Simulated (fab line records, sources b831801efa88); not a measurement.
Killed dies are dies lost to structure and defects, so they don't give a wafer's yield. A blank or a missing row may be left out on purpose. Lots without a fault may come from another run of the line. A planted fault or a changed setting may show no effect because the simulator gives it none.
fab line records | flow gf180mcu
record lots=14 wafers=42 last_day=32
route steps=602 shown V1@352 M2@365
lots that met no fault: from a run of the same line without faults
start_h: hours from the record's first day to the start of the lot's first wafer shown | wait_h: hours since the lot's step before | " the same as in the row above | L1.1+2: a row that stands for several wafers | - no value, or no start given | * or withheld: withheld | < > ~ a bound
route shown NAME@n: a module of which the file shows steps, and the number in the route of the first | usual: mean/standard deviation of fault-free wafers | same: alike in all rows | chamber/n: place in a boat | sites: the reading at each site | _std_site: their standard deviation | _edge_site: outer sites' mean less inner sites' | radius_mm: how far each site lies from the wafer's centre | mask NAME#n: copy n | behind: the tool/chamber that last shaped the wafer | hold: why the lot was held/for how many hours/how that ended | device: the transistor (n, p or np) that didn't switch | end of line: the same wafers' tests at the end of the route | a step without rows: its recipe alone | killed: dies lost to structure and defects at the first sort, not the wafer's yield | map: a wafer's dies, x killed, . not, _ none there
set.NAME: the setting as run; set.NAME@STEP: as run at that earlier step | model.NAME: the simulator's own value behind a step, which no gauge read
steps of the route over a sample of lots; a table a step, a row a wafer
services: from which hour (start_h, from the record's first day; less than 0 if before it) a tool's chamber was out of use, for how many hours, and why
## steps
# step GF_V1_ETCH_17
# recipe chemistry=C4F8/O2/Ar mask_material=KrF target=SiO2 stop_on=TiN source_w=1500 bias_w=1200 pressure_mtorr=40 c4f8_flow_sccm=withheld O2_flow_sccm=6 Ar_flow_sccm=300 time_s=withheld target_depth_a=6300
# usual oes_product_au=0.856/0.0045
# columns lot.wafer tool chamber start_h wait_h oes_product_au
L874.1 rie_diel-02 3 - - 0.860
L874.3 " 1 " " 0.858
L874.5 " 2 " " 0.857
L875.2 rie_diel-01 3 - - 0.853
L875.3 " 1 " " 0.859
L875.5 " 0 " " 0.844
L877.3 rie_diel-03 3 - - 0.859
L877.4 " 2 " " 0.856
L877.6 " 3 " " 0.849
L878.1 rie_diel-02 1 - - 0.855
L878.2 " 3 " " 0.857
L878.4 " 2 " " 0.856
L879.2 rie_diel-03 2 - - 0.848
L879.3 " 1 " " 0.852
L879.4 " 3 " " 0.849
L880.3 rie_diel-01 2 - - 0.856
L880.4 " 2 " " 0.855
L880.5 " 3 " " 0.858
L881.1 rie_diel-03 3 - - 0.855
L881.3 " 0 " " 0.846
L881.6 " 2 " " 0.857
L882.3 rie_diel-01 3 - - 0.856
L882.5 " 1 " " 0.849
L882.6 " 2 " " 0.853
L883.1 rie_diel-01 0 - - 0.861
L883.3 " 2 " " 0.855
L883.6 " 0 " " 0.860
L884.4 rie_diel-03 3 - - 0.858
L884.5 " 1 " " 0.856
L884.6 " 2 " " 0.859
L885.3 rie_diel-02 3 - - 0.850
L885.4 " 0 " " 0.856
L885.5 " 3 " " 0.861
L886.1 rie_diel-02 2 - - 0.854
L886.5 " 3 " " 0.857
L886.6 " 0 " " 0.853
L887.3 rie_diel-01 2 - - 0.856
L887.4 " 1 " " 0.856
L887.6 " 1 " " 0.853
L888.3 rie_diel-01 3 - - 0.852
L888.4 " 1 " " 0.861
L888.5 " 0 " " 0.854
# step GF_M2_SPUTTER_03
# recipe material=Ti target_thk_nm=10 substrate_temp_c=300 chamber_pressure_pa=0.3 power_w=3000 time_s=6.7
# usual chamber_pressure_pa=0.3000/0.00056 substrate_temp_c=299.97/0.21 throttle_valve_pct=29.8/1.2
# same time_s=6.7
# columns lot.wafer tool chamber start_h wait_h chamber_pressure_pa substrate_temp_c throttle_valve_pct
L874.1 pvd_sputter-03 - 406.32 0.0 0.2997 300.01 30.2
L874.3 " - " " 0.3004 300.08 27.9
L874.5 " - " " 0.2999 300.26 30.4
L875.2 pvd_sputter-03 - 413.29 0.0 0.3008 299.86 29.9
L875.3 " - " " 0.2995 299.73 30.4
L875.5 " - " " 0.3001 300.18 27.8
L877.3 pvd_sputter-04 - 431.29 0.0 0.2989 300.12 31.1
L877.4 " - " " 0.2990 299.75 28.5
L877.6 " - " " 0.2999 299.81 31.2
L878.1 pvd_sputter-04 - 452.39 0.0 0.2988 300.08 29.9
L878.2 " - " " 0.2997 299.97 31.7
L878.4 " - " " 0.3000 300.04 31.4
L879.2 pvd_sputter-01 - 453.50 0.0 0.2998 300.10 28.8
L879.3 " - " " 0.3008 300.02 30.5
L879.4 " - " " 0.2999 299.68 29.2
L880.3 pvd_sputter-03 - 464.52 0.0 0.2993 299.98 27.9
L880.4 " - " " 0.3002 300.24 29.7
L880.5 " - " " 0.2998 299.68 30.3
L881.1 pvd_sputter-03 - 477.99 0.0 0.2997 300.45 28.1
L881.3 " - " " 0.3000 299.69 31.0
L881.6 " - " " 0.3000 299.85 31.2
L882.3 pvd_sputter-03 - 500.29 0.0 0.3003 300.18 29.5
L882.5 " - " " 0.2995 299.97 27.8
L882.6 " - " " 0.2995 299.58 31.0
L883.1 pvd_sputter-01 - 509.52 0.0 0.3002 299.98 29.4
L883.3 " - " " 0.2997 300.02 30.4
L883.6 " - " " 0.3000 299.83 29.3
L884.4 pvd_sputter-01 - 512.77 0.0 0.2999 300.11 27.6
L884.5 " - " " 0.2994 300.21 29.2
L884.6 " - " " 0.3002 299.96 27.6
L885.3 pvd_sputter-04 - 526.62 0.0 0.3001 299.85 28.8
L885.4 " - " " 0.2999 300.34 30.0
L885.5 " - " " 0.3000 300.00 31.9
L886.1 pvd_sputter-03 - 530.40 0.0 0.3009 300.04 28.4
L886.5 " - " " 0.2988 299.96 30.5
L886.6 " - " " 0.3001 299.91 28.1
L887.3 pvd_sputter-01 - 537.47 0.0 0.2999 299.81 27.5
L887.4 " - " " 0.2998 300.23 29.4
L887.6 " - " " 0.2997 299.92 27.6
L888.3 pvd_sputter-01 - 551.07 0.0 0.3009 300.18 28.8
L888.4 " - " " 0.3005 300.15 30.7
L888.5 " - " " 0.2997 299.99 29.1
# step GF_M2_PEB_12
# recipe peb_temp_c=135 peb_time_s=90 resist=KrF
# usual heater_power_total_W=85.70/0.078 plate_temp_C=135.01/0.13
# columns lot.wafer tool chamber start_h wait_h heater_power_total_W plate_temp_C
L874.1 litho_track-03 0 429.62 - 85.76 134.89
L874.3 " 0 " " 85.73 135.01
L874.5 " 0 " " 85.83 135.16
L875.2 litho_track-02 0 435.85 - 85.76 135.09
L875.3 " 0 " " 85.74 135.01
L875.5 " 0 " " 85.70 135.01
L877.3 litho_track-02 0 455.43 - 85.87 135.07
L877.4 " 0 " " 85.69 135.13
L877.6 " 0 " " 85.59 135.15
L878.1 litho_track-03 0 476.67 - 85.67 134.81
L878.2 " 0 " " 85.77 134.94
L878.4 " 0 " " 85.87 134.88
L879.2 litho_track-01 0 477.41 - 85.69 134.90
L879.3 " 0 " " 85.58 134.98
L879.4 " 0 " " 85.70 135.06
L880.3 litho_track-03 0 487.84 - 85.73 134.79
L880.4 " 0 " " 85.64 134.93
L880.5 " 0 " " 85.71 134.83
L881.1 litho_track-01 0 501.17 - 85.83 134.79
L881.3 " 0 " " 85.65 135.03
L881.6 " 0 " " 85.72 134.91
L882.3 litho_track-01 0 523.29 - 85.66 134.99
L882.5 " 0 " " 85.61 135.11
L882.6 " 0 " " 85.60 134.89
L883.1 litho_track-03 0 532.17 - 85.73 135.08
L883.3 " 0 " " 85.63 135.05
L883.6 " 0 " " 85.57 134.83
L884.4 litho_track-01 0 535.32 - 85.60 135.05
L884.5 " 0 " " 85.70 135.03
L884.6 " 0 " " 85.82 135.00
L885.3 litho_track-01 0 549.64 - 85.80 135.06
L885.4 " 0 " " 85.75 134.79
L885.5 " 0 " " 85.74 135.06
L886.1 litho_track-01 0 553.42 - 85.75 135.08
L886.5 " 0 " " 85.80 135.08
L886.6 " 0 " " 85.76 135.10
L887.3 litho_track-01 0 560.29 - 72.42 119.00
L887.4 " 0 " " 72.41 118.96
L887.6 " 0 " " 72.48 119.10
L888.3 litho_track-01 0 572.39 - 72.47 119.10
L888.4 " 0 " " 72.51 118.91
L888.5 " 0 " " 72.64 118.88
# step GF_M2_CD_MEAS_14
# recipe target_cd_nm=280
# usual cd_nm=280.1/1.2
# columns lot.wafer tool chamber start_h wait_h cd_nm
L874.1 cd_sem-02 - 429.97 0.1 279.0
L874.3 " - " " 279.3
L874.5 " - " " 278.2
L875.2 cd_sem-02 - 436.19 0.1 283.2
L875.3 " - " " 282.7
L875.5 " - " " 283.6
L877.3 cd_sem-02 - 455.75 0.1 281.1
L877.4 " - " " 281.3
L877.6 " - " " 281.5
L878.1 cd_sem-01 - 477.02 0.1 278.5
L878.2 " - " " 279.7
L878.4 " - " " 279.3
L879.2 cd_sem-02 - 477.74 0.1 278.5
L879.3 " - " " 278.3
L879.4 " - " " 277.8
L880.3 cd_sem-02 - 488.16 0.1 281.1
L880.4 " - " " 281.1
L880.5 " - " " 280.5
L881.1 cd_sem-01 - 501.52 0.1 280.2
L881.3 " - " " 279.6
L881.6 " - " " 278.8
L882.3 cd_sem-02 - 523.61 0.1 281.9
L882.5 " - " " 280.2
L882.6 " - " " 280.6
L883.1 cd_sem-01 - 532.52 0.1 277.8
L883.3 " - " " 278.3
L883.6 " - " " 278.7
L884.4 cd_sem-01 - 535.63 0.1 279.0
L884.5 " - " " 280.2
L884.6 " - " " 279.9
L885.3 cd_sem-02 - 549.96 0.1 280.8
L885.4 " - " " 279.8
L885.5 " - " " 281.2
L886.1 cd_sem-01 - 553.77 0.1 280.0
L886.5 " - " " 279.7
L886.6 " - " " 279.9
L887.3 cd_sem-02 - 560.61 0.1 375.1
L887.4 " - " " 374.7
L887.6 " - " " 375.2
L888.3 cd_sem-01 - 572.71 0.1 359.1
L888.4 " - " " 360.1
L888.5 " - " " 360.4
# step GF_M2_OVL_MEAS_15
# usual M2_OVL=-2/5.1
# columns lot.wafer tool chamber start_h wait_h M2_OVL[nm]
L874.1 overlay-01 - 430.09 0.1 2
L874.3 " - " " -8
L874.5 " - " " -8
L875.2 overlay-02 - 436.29 0.1 -6
L875.3 " - " " -3
L875.5 " - " " -14
L877.3 overlay-01 - 455.85 0.1 -1
L877.4 " - " " 0
L877.6 " - " " 6
L878.1 overlay-01 - 477.14 0.1 -7
L878.2 " - " " -3
L878.4 " - " " -2
L879.2 overlay-02 - 477.85 0.1 6
L879.3 " - " " 4
L879.4 " - " " 0
L880.3 overlay-01 - 488.25 0.1 0
L880.4 " - " " -1
L880.5 " - " " -1
L881.1 overlay-01 - 501.64 0.1 -2
L881.3 " - " " -3
L881.6 " - " " -5
L882.3 overlay-02 - 523.70 0.1 8
L882.5 " - " " 0
L882.6 " - " " -5
L883.1 overlay-01 - 532.64 0.1 -3
L883.3 " - " " -13
L883.6 " - " " -8
L884.4 overlay-02 - 535.71 0.1 -4
L884.5 " - " " -2
L884.6 " - " " 5
L885.3 overlay-01 - 550.05 0.1 -6
L885.4 " - " " 2
L885.5 " - " " -11
L886.1 overlay-01 - 553.89 0.1 -2
L886.5 " - " " -5
L886.6 " - " " 2
L887.3 overlay-01 - 560.70 0.1 -9
L887.4 " - " " -3
L887.6 " - " " -7
L888.3 overlay-02 - 572.80 0.1 -6
L888.4 " - " " 2
L888.5 " - " " -7
## services
# columns tool chamber start_h hours kind
rie_diel-03 1 384.22 20.1 repair
pvd_sputter-04 - 393.93 2.9 repair
pvd_sputter-04 0 428.40 - consumable_replace:kit
pvd_sputter-04 0 428.40 18.0 scheduled_down
pvd_sputter-04 0 428.40 18.0 vent_cycle
rie_diel-01 - 431.25 1.3 repair
rie_diel-01 - 433.12 1.0 repair
pvd_sputter-04 - 434.80 4.6 repair
rie_diel-03 - 436.27 0.4 repair
pvd_sputter-01 - 451.92 1.4 repair
rie_diel-01 1 454.41 15.3 repair
pvd_sputter-04 - 459.30 3.5 repair
rie_diel-01 - 480.88 2.8 pm
rie_diel-03 3 481.72 8.6 repair
rie_diel-01 1 499.20 - clean
rie_diel-01 1 499.20 31.7 scheduled_down
rie_diel-01 1 499.20 31.7 vent_cycle
rie_diel-02 3 516.42 2.4 repair
pvd_sputter-01 0 522.93 - consumable_replace:kit
pvd_sputter-01 0 522.93 18.0 scheduled_down
pvd_sputter-01 0 522.93 18.0 vent_cycle
rie_diel-03 0 541.17 9.8 repair
rie_diel-01 - 547.98 1.5 repair
pvd_sputter-03 - 561.38 0.7 repair
## key
first_sign step=GF_M2_PEB_12 reading=heater_power_total_W direction=down sigmas=99+ usual=85.70 struck=72.49
effect step=GF_M2_PEB_12 reading=plate_temp_C direction=down sigmas=99+ usual=* struck=*
effect step=GF_M2_CD_MEAS_14 reading=cd_nm direction=up sigmas=73 usual=280.1 struck=367.4 through=control_loop
met_at GF_M2_PEB_12
struck_lots L887,L888
later_rows_left_out L887.3,L887.4,L887.6,L888.3,L888.4,L888.5
sort_left_out L887.3,L887.4,L887.6,L888.3,L888.4,L888.5
loop_trim step=GF_M2_EXPOSE_11 setting=dose lots=L888
not_acting_at GF_V1_ETCH_17,GF_M2_SPUTTER_03,GF_M2_OVL_MEAS_15
onset_between 553.42 560.29
fault kind=process_parameter_drift tool=litho_track-01 chamber=- onset_h=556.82 steps=GF_M2_PEB_12 channel=peb_temp_c offset=* shape=step end_h=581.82 acts_in=* stated=*
# sort_left_out: the simulated sort isn't trusted on such a fault, so these wafers' sort isn't shown, and their yield isn't known
# later_rows_left_out: the simulator's readings of these wafers behind a module that went badly wrong aren't trusted and aren't shown, but for the sort
# loop_trim: a control loop set the setting to another value than it would have without faults
